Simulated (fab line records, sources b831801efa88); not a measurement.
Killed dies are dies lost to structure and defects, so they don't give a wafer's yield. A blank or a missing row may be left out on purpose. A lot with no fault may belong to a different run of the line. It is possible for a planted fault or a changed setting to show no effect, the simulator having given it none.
What tool caused it? || flow sky130 || 12 lots, 36 wafers sampled, at 5 steps of a route of 708

WHAT THE GAUGES SHOWED, per wafer
The record holds no reading of a measuring or inspecting step that can be judged against a usual standard deviation.

WHAT TOOL EACH LOT RAN ON (gives the tool, then ch and the chambers of the sampled wafers, and finally the start)
{"lot": "L184", "SKY_METAL2_SPUTTER_03": "pvd_sputter-01, day 34 03:43", "SKY_VIA4_CVD_18": "cvd_w-01 ch 0,1, day 42 20:54", "SKY_METAL5_SPUTTER_04": "pvd_sputter-03, day 42 21:39", "SKY_PASSIVATION_ETCH_11": "rie_diel-02 ch 0,1,3, day 44 19:32", "SKY_PAD_OPEN_PROBE_99": "-"}
{"lot": "L186", "SKY_METAL2_SPUTTER_03": "pvd_sputter-01, day 34 19:40", "SKY_VIA4_CVD_18": "cvd_w-01 ch 0,1, day 43 12:18", "SKY_METAL5_SPUTTER_04": "pvd_sputter-01, day 43 13:19", "SKY_PASSIVATION_ETCH_11": "rie_diel-04 ch 1,2,3, day 45 10:07", "SKY_PAD_OPEN_PROBE_99": "-"}
{"lot": "L188", "SKY_METAL2_SPUTTER_03": "pvd_sputter-04, day 36 03:31", "SKY_VIA4_CVD_18": "cvd_w-02 ch 0,1, day 44 17:59", "SKY_METAL5_SPUTTER_04": "pvd_sputter-04, day 44 19:15", "SKY_PASSIVATION_ETCH_11": "rie_diel-02 ch 0,3, day 46 14:04", "SKY_PAD_OPEN_PROBE_99": "prober-02, day 47 13:23"}
{"lot": "L189", "SKY_METAL2_SPUTTER_03": "pvd_sputter-04, day 36 13:10", "SKY_VIA4_CVD_18": "cvd_w-01 ch 0,1, day 45 00:27", "SKY_METAL5_SPUTTER_04": "pvd_sputter-03, day 45 01:09", "SKY_PASSIVATION_ETCH_11": "rie_diel-03 ch 1,2, day 46 19:44", "SKY_PAD_OPEN_PROBE_99": "prober-01, day 47 18:19"}
{"lot": "L191", "SKY_METAL2_SPUTTER_03": "pvd_sputter-01, day 36 20:13", "SKY_VIA4_CVD_18": "cvd_w-01 ch 0,1, day 45 04:56", "SKY_METAL5_SPUTTER_04": "pvd_sputter-03, day 45 05:41", "SKY_PASSIVATION_ETCH_11": "rie_diel-04 ch 0,1,2, day 47 00:19", "SKY_PAD_OPEN_PROBE_99": "prober-02, day 47 22:31"}
{"lot": "L190", "SKY_METAL2_SPUTTER_03": "pvd_sputter-04, day 36 21:54", "SKY_VIA4_CVD_18": "cvd_w-01 ch 0,1, day 45 08:27", "SKY_METAL5_SPUTTER_04": "pvd_sputter-03, day 45 09:09", "SKY_PASSIVATION_ETCH_11": "rie_diel-03 ch 0,1,2, day 47 02:25", "SKY_PAD_OPEN_PROBE_99": "prober-01, day 48 00:29"}
{"lot": "L192", "SKY_METAL2_SPUTTER_03": "pvd_sputter-01, day 37 14:29", "SKY_VIA4_CVD_18": "cvd_w-02 ch 0,1, day 45 22:12", "SKY_METAL5_SPUTTER_04": "pvd_sputter-04, day 45 23:02", "SKY_PASSIVATION_ETCH_11": "rie_diel-04 ch 2,3, day 47 16:13", "SKY_PAD_OPEN_PROBE_99": "prober-02, day 48 14:32"}
{"lot": "L194", "SKY_METAL2_SPUTTER_03": "pvd_sputter-03, day 37 17:18", "SKY_VIA4_CVD_18": "cvd_w-01 ch 0,1, day 45 23:37", "SKY_METAL5_SPUTTER_04": "pvd_sputter-01, day 46 00:22", "SKY_PASSIVATION_ETCH_11": "rie_diel-04 ch 1,3, day 47 18:35", "SKY_PAD_OPEN_PROBE_99": "prober-01, day 48 16:34"}
{"lot": "L193", "SKY_METAL2_SPUTTER_03": "pvd_sputter-01, day 37 19:57", "SKY_VIA4_CVD_18": "cvd_w-02 ch 0,1, day 46 01:34", "SKY_METAL5_SPUTTER_04": "pvd_sputter-04, day 46 02:19", "SKY_PASSIVATION_ETCH_11": "rie_diel-04 ch 1,3, day 47 19:59", "SKY_PAD_OPEN_PROBE_99": "prober-02, day 48 17:53"}
{"lot": "L195", "SKY_METAL2_SPUTTER_03": "pvd_sputter-01, day 37 23:53", "SKY_VIA4_CVD_18": "cvd_w-02 ch 0,1, day 46 02:36", "SKY_METAL5_SPUTTER_04": "pvd_sputter-01, day 46 03:18", "SKY_PASSIVATION_ETCH_11": "rie_diel-03 ch 1,3, day 47 22:20", "SKY_PAD_OPEN_PROBE_99": "prober-01, day 48 19:34"}
{"lot": "L196", "SKY_METAL2_SPUTTER_03": "pvd_sputter-03, day 38 05:41", "SKY_VIA4_CVD_18": "cvd_w-01 ch 0,1, day 46 09:34", "SKY_METAL5_SPUTTER_04": "pvd_sputter-03, day 46 10:16", "SKY_PASSIVATION_ETCH_11": "rie_diel-04 ch 0,3, day 48 04:13", "SKY_PAD_OPEN_PROBE_99": "-"}
{"lot": "L206", "SKY_METAL2_SPUTTER_03": "pvd_sputter-04, day 41 01:14", "SKY_VIA4_CVD_18": "cvd_w-01 ch 0,1, day 48 16:28", "SKY_METAL5_SPUTTER_04": "pvd_sputter-03, day 48 17:13", "SKY_PASSIVATION_ETCH_11": "rie_diel-03 ch 0,2,3, day 50 04:59", "SKY_PAD_OPEN_PROBE_99": "-"}
- SKY_METAL2_SPUTTER_03: material Ti, target thk 5 nm, time 3.3 s.
- SKY_VIA4_CVD_18: deposits W, target thk 505 nm, time 152.14 s.
- SKY_METAL5_SPUTTER_04: material TiN, target thk 70 nm, time 58.3 s.
- SKY_PASSIVATION_ETCH_11: etches the open film in CF4/O2, stops on AlCu, target depth 725 nm, time 161.1 s.
- SKY_PAD_OPEN_PROBE_99

WHAT THE TOOLS THEMSELVES READ (means of the sampled wafers that have a number; where no wafer has one, the mark that the record gives instead)
SKY_METAL2_SPUTTER_03. Usual: 30.4 % for throttle_valve_pct, sd 0.59.
{"lot": "L184", "tool": "pvd_sputter-01", "throttle_valve_pct (%)": 30.3, "flag": ""}
{"lot": "L186", "tool": "pvd_sputter-01", "throttle_valve_pct (%)": 30.0, "flag": ""}
{"lot": "L188", "tool": "pvd_sputter-04", "throttle_valve_pct (%)": 29.9, "flag": ""}
{"lot": "L189", "tool": "pvd_sputter-04", "throttle_valve_pct (%)": 29.7, "flag": ""}
{"lot": "L191", "tool": "pvd_sputter-01", "throttle_valve_pct (%)": 30.3, "flag": ""}
{"lot": "L190", "tool": "pvd_sputter-04", "throttle_valve_pct (%)": 29.9, "flag": ""}
{"lot": "L192", "tool": "pvd_sputter-01", "throttle_valve_pct (%)": 30.6, "flag": ""}
{"lot": "L194", "tool": "pvd_sputter-03", "throttle_valve_pct (%)": 31.0, "flag": ""}
{"lot": "L193", "tool": "pvd_sputter-01", "throttle_valve_pct (%)": 30.3, "flag": ""}
{"lot": "L195", "tool": "pvd_sputter-01", "throttle_valve_pct (%)": 29.9, "flag": ""}
{"lot": "L196", "tool": "pvd_sputter-03", "throttle_valve_pct (%)": 30.7, "flag": ""}
{"lot": "L206", "tool": "pvd_sputter-04", "throttle_valve_pct (%)": 30.5, "flag": ""}

SKY_VIA4_CVD_18. Usual: 916 W for heater_power_w, sd 18.
{"lot": "L184", "tool": "cvd_w-01", "heater_power_w (W)": 904, "flag": ""}
{"lot": "L186", "tool": "cvd_w-01", "heater_power_w (W)": 903, "flag": ""}
{"lot": "L188", "tool": "cvd_w-02", "heater_power_w (W)": 904, "flag": ""}
{"lot": "L189", "tool": "cvd_w-01", "heater_power_w (W)": 907, "flag": ""}
{"lot": "L191", "tool": "cvd_w-01", "heater_power_w (W)": 912, "flag": ""}
{"lot": "L190", "tool": "cvd_w-01", "heater_power_w (W)": 924, "flag": ""}
{"lot": "L192", "tool": "cvd_w-02", "heater_power_w (W)": 914, "flag": ""}
{"lot": "L194", "tool": "cvd_w-01", "heater_power_w (W)": 926, "flag": ""}
{"lot": "L193", "tool": "cvd_w-02", "heater_power_w (W)": 905, "flag": ""}
{"lot": "L195", "tool": "cvd_w-02", "heater_power_w (W)": 918, "flag": ""}
{"lot": "L196", "tool": "cvd_w-01", "heater_power_w (W)": 918, "flag": ""}
{"lot": "L206", "tool": "cvd_w-01", "heater_power_w (W)": 921, "flag": ""}

SKY_METAL5_SPUTTER_04. Usual: 30.5 % for throttle_valve_pct, sd 0.62.
{"lot": "L184", "tool": "pvd_sputter-03", "throttle_valve_pct (%)": 31.3, "flag": ""}
{"lot": "L186", "tool": "pvd_sputter-01", "throttle_valve_pct (%)": 30.3, "flag": ""}
{"lot": "L188", "tool": "pvd_sputter-04", "throttle_valve_pct (%)": 30.3, "flag": ""}
{"lot": "L189", "tool": "pvd_sputter-03", "throttle_valve_pct (%)": 31.3, "flag": ""}
{"lot": "L191", "tool": "pvd_sputter-03", "throttle_valve_pct (%)": 30.3, "flag": ""}
{"lot": "L190", "tool": "pvd_sputter-03", "throttle_valve_pct (%)": 31.0, "flag": ""}
{"lot": "L192", "tool": "pvd_sputter-04", "throttle_valve_pct (%)": 29.9, "flag": ""}
{"lot": "L194", "tool": "pvd_sputter-01", "throttle_valve_pct (%)": 30.1, "flag": ""}
{"lot": "L193", "tool": "pvd_sputter-04", "throttle_valve_pct (%)": 30.1, "flag": ""}
{"lot": "L195", "tool": "pvd_sputter-01", "throttle_valve_pct (%)": 30.2, "flag": ""}
{"lot": "L196", "tool": "pvd_sputter-03", "throttle_valve_pct (%)": 30.7, "flag": ""}
{"lot": "L206", "tool": "pvd_sputter-03", "throttle_valve_pct (%)": 31.1, "flag": ""}

SKY_PASSIVATION_ETCH_11. Usual: drypump_motor_current_A 5.8 A, standard deviation 0.55; oes_product_au 0.978 a.u., standard deviation 0.0064; throttle_valve_pct 5.964 %, standard deviation 0.0093.
{"lot": "L184", "tool": "rie_diel-02", "drypump_motor_current_A (A)": 6.1, "oes_product_au (a.u.)": 0.971, "throttle_valve_pct (%)": 5.968, "flag": ""}
{"lot": "L186", "tool": "rie_diel-04", "drypump_motor_current_A (A)": 6.1, "oes_product_au (a.u.)": 0.973, "throttle_valve_pct (%)": 5.962, "flag": ""}
{"lot": "L188", "tool": "rie_diel-02", "drypump_motor_current_A (A)": 6.1, "oes_product_au (a.u.)": 0.976, "throttle_valve_pct (%)": 5.958, "flag": ""}
{"lot": "L189", "tool": "rie_diel-03", "drypump_motor_current_A (A)": 5.2, "oes_product_au (a.u.)": 0.982, "throttle_valve_pct (%)": 5.959, "flag": ""}
{"lot": "L191", "tool": "rie_diel-04", "drypump_motor_current_A (A)": 6.2, "oes_product_au (a.u.)": 0.977, "throttle_valve_pct (%)": 5.957, "flag": ""}
{"lot": "L190", "tool": "rie_diel-03", "drypump_motor_current_A (A)": 5.0, "oes_product_au (a.u.)": 0.977, "throttle_valve_pct (%)": 5.965, "flag": ""}
{"lot": "L192", "tool": "rie_diel-04", "drypump_motor_current_A (A)": 6.2, "oes_product_au (a.u.)": 0.982, "throttle_valve_pct (%)": 5.966, "flag": ""}
{"lot": "L194", "tool": "rie_diel-04", "drypump_motor_current_A (A)": 5.9, "oes_product_au (a.u.)": 0.981, "throttle_valve_pct (%)": 5.967, "flag": ""}
{"lot": "L193", "tool": "rie_diel-04", "drypump_motor_current_A (A)": 5.9, "oes_product_au (a.u.)": 0.970, "throttle_valve_pct (%)": 5.957, "flag": ""}
{"lot": "L195", "tool": "rie_diel-03", "drypump_motor_current_A (A)": 5.1, "oes_product_au (a.u.)": 0.978, "throttle_valve_pct (%)": 5.972, "flag": ""}
{"lot": "L196", "tool": "rie_diel-04", "drypump_motor_current_A (A)": 5.9, "oes_product_au (a.u.)": 0.977, "throttle_valve_pct (%)": 5.960, "flag": ""}
{"lot": "L206", "tool": "rie_diel-03", "drypump_motor_current_A (A)": 5.4, "oes_product_au (a.u.)": 0.985, "throttle_valve_pct (%)": 5.971, "flag": ""}

SKY_PAD_OPEN_PROBE_99. Usual: defect_limited_yield 82.6 %, standard deviation 1.9; killed_at_M0_to_M3 43, standard deviation 6.9; killed_at_M4_up 3.0, standard deviation 1.8; killed_at_contacts 24, standard deviation 4.8; killed_at_front_end 15, standard deviation 4.5; killed_at_other 0.4, standard deviation 0.67; killed_dies 86, standard deviation 9.2; killed_open 46, standard deviation 6.9; killed_short 39, standard deviation 6; sort_bin_3_pad_short 0.8 %, standard deviation 0.39; sort_bin_5_function 10.2 %, standard deviation 1.3; sort_bin_6_memory 6.3 %, standard deviation 1.2; sort_n_pass 406, standard deviation 9.2; sort_yield_pct 82.6 %, standard deviation 1.9.
{"lot": "L188", "tool": "prober-02", "defect_limited_yield (%)": 83.6, "killed_at_M0_to_M3": 39, "killed_at_M4_up": 1.3, "killed_at_contacts": 22, "killed_at_front_end": 17, "killed_at_other": 1.7, "killed_dies": 81, "killed_open": 37, "killed_short": 42, "sort_bin_3_pad_short (%)": 1.1, "sort_bin_5_function (%)": 9.1, "sort_bin_6_memory (%)": 6.2, "sort_n_pass": 411, "sort_yield_pct (%)": 83.6, "flag": ""}
{"lot": "L189", "tool": "prober-01", "defect_limited_yield (%)": 82.6, "killed_at_M0_to_M3": 47, "killed_at_M4_up": 2.7, "killed_at_contacts": 23, "killed_at_front_end": 12, "killed_at_other": 0.3, "killed_dies": 85, "killed_open": 45, "killed_short": 40, "sort_bin_3_pad_short (%)": 0.9, "sort_bin_5_function (%)": 11.3, "sort_bin_6_memory (%)": 5.2, "sort_n_pass": 407, "sort_yield_pct (%)": 82.6, "flag": ""}
{"lot": "L191", "tool": "prober-02", "defect_limited_yield (%)": 85.0, "killed_at_M0_to_M3": 28, "killed_at_M4_up": 2.3, "killed_at_contacts": 29, "killed_at_front_end": 13, "killed_at_other": 0.3, "killed_dies": 74, "killed_open": 41, "killed_short": 33, "sort_bin_3_pad_short (%)": 1.1, "sort_bin_5_function (%)": 9.0, "sort_bin_6_memory (%)": 5.0, "sort_n_pass": 418, "sort_yield_pct (%)": 85.0, "flag": ""}
{"lot": "L190", "tool": "prober-01", "defect_limited_yield (%)": 83.9, "killed_at_M0_to_M3": 40, "killed_at_M4_up": 1.3, "killed_at_contacts": 27, "killed_at_front_end": 11, "killed_at_other": 0.7, "killed_dies": 79, "killed_open": 42, "killed_short": 37, "sort_bin_3_pad_short (%)": 0.8, "sort_bin_5_function (%)": 9.5, "sort_bin_6_memory (%)": 5.8, "sort_n_pass": 413, "sort_yield_pct (%)": 83.9, "flag": ""}
{"lot": "L192", "tool": "prober-02", "defect_limited_yield (%)": 82.7, "killed_at_M0_to_M3": 45, "killed_at_M4_up": 2.0, "killed_at_contacts": 25, "killed_at_front_end": 12, "killed_at_other": 0.3, "killed_dies": 85, "killed_open": 49, "killed_short": 35, "sort_bin_3_pad_short (%)": 0.7, "sort_bin_5_function (%)": 10.0, "sort_bin_6_memory (%)": 6.6, "sort_n_pass": 407, "sort_yield_pct (%)": 82.7, "flag": ""}
{"lot": "L194", "tool": "prober-01", "defect_limited_yield (%)": 82.0, "killed_at_M0_to_M3": 49, "killed_at_M4_up": 4.0, "killed_at_contacts": 25, "killed_at_front_end": 10, "killed_at_other": 0.3, "killed_dies": 88, "killed_open": 52, "killed_short": 36, "sort_bin_3_pad_short (%)": 0.9, "sort_bin_5_function (%)": 11.0, "sort_bin_6_memory (%)": 6.0, "sort_n_pass": 404, "sort_yield_pct (%)": 82.0, "flag": ""}
{"lot": "L193", "tool": "prober-02", "defect_limited_yield (%)": 70.8, "killed_at_M0_to_M3": 101, "killed_at_M4_up": 3.7, "killed_at_contacts": 21, "killed_at_front_end": 17, "killed_at_other": 0.3, "killed_dies": 144, "killed_open": 48, "killed_short": 31, "sort_bin_3_pad_short (%)": 4.3, "sort_bin_5_function (%)": 17.5, "sort_bin_6_memory (%)": 7.4, "sort_n_pass": 348, "sort_yield_pct (%)": 70.8, "flag": "OFF"}
{"lot": "L195", "tool": "prober-01", "defect_limited_yield (%)": 76.0, "killed_at_M0_to_M3": 85, "killed_at_M4_up": 2.0, "killed_at_contacts": 18, "killed_at_front_end": 13, "killed_at_other": 0.0, "killed_dies": 118, "killed_open": 41, "killed_short": 25, "sort_bin_3_pad_short (%)": 3.9, "sort_bin_5_function (%)": 14.6, "sort_bin_6_memory (%)": 5.6, "sort_n_pass": 374, "sort_yield_pct (%)": 76.0, "flag": "OFF"}

THE ANSWER, worked out from the rows above alone
Rule: a lot is off if the mean of its wafers that have a number lies more than 3 standard deviations from the usual mean. A lot without any number at a reading at which 4 lots or more have one is off too. All remaining lots with rows at the step are treated as sound. Order of review: gauges by route order, followed by the tools' own readings, for which a lot's mean as printed above is used. At the first step where some lot is off, the reading lying furthest off is the one used; lots without a number count as furthest.
Off, at SKY_PAD_OPEN_PROBE_99 on sort_bin_3_pad_short: L193, L195. Neither off nor sound, because the step has no rows for them: L184, L186, L196, L206.
If a tool, at that step or one of the process steps before it, ran each lot that is off and ran no sound lot following the first of them, it fits. Undecided on this evidence; 2 tools fit (pvd_sputter-01 at SKY_METAL2_SPUTTER_03, cvd_w-02 at SKY_VIA4_CVD_18).

WHAT THE SIMULATOR PUT IN
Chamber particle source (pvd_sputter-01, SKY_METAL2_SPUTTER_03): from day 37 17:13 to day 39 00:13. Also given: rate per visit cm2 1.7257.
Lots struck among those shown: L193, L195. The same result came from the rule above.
